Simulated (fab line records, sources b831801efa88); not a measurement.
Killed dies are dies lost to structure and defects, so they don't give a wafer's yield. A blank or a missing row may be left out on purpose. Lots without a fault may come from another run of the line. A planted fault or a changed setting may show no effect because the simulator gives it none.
Which tool did it? | flow sky130 | 7 lots, 21 wafers sampled, at 2 steps of a route of 708

WHAT THE GAUGES READ, wafer by wafer
SKY_CONTACT_CD_MEAS_14: target cd 170 nm.
lot  | measured     | on        | cd_nm (nm)
L198 | day 32 11:23 | cd_sem-02 | 169.4 169.8 169.1
L200 | day 33 00:45 | cd_sem-01 | 168.0 169.3 169.3
L207 | day 35 02:14 | cd_sem-01 | 170.4 170.6 169.5
L210 | day 35 07:14 | cd_sem-01 | 171.0 172.4 170.7
L216 | day 37 14:23 | cd_sem-02 | 172.1 171.0 170.8
L219 | day 38 04:50 | cd_sem-01 | 168.9 168.5 168.8
L220 | day 38 20:43 | cd_sem-02 | 171.3 172.2 170.8

WHICH TOOL RAN EACH LOT (tool, then ch and the chambers of the sampled wafers, then the start)
lot  | SKY_CONTACT_DEVELOP_13
L198 | litho_track-01 ch 0, day 32 11:00
L200 | litho_track-04 ch 0, day 33 00:00
L207 | litho_track-04 ch 0, day 35 02:00
L210 | litho_track-01 ch 0, day 35 07:00
L216 | litho_track-03 ch 0, day 37 14:00
L219 | litho_track-04 ch 0, day 38 04:00
L220 | litho_track-03 ch 0, day 38 20:00
- SKY_CONTACT_DEVELOP_13: develop time 60 s.

THE ANSWER, worked out from the rows above alone
Rule: what is usual is taken from the lots themselves. Put in order of their means at a reading, lots are off if they are a third of the lots or fewer, leave a main group of 4 or more, and stand apart from it by a gap of 3 or more times the standard deviation of the main group's means; of several such gaps the widest counts. A main group whose means are all the same, to the digits that the tables above print for the reading, isn't used. A lot without any number at a reading at which 4 lots or more have one is off too. The other lots that the step has rows for count as sound.
No lot is off at any reading shown: from this, nothing can be told.

WHAT THE SIMULATOR HAD PUT IN
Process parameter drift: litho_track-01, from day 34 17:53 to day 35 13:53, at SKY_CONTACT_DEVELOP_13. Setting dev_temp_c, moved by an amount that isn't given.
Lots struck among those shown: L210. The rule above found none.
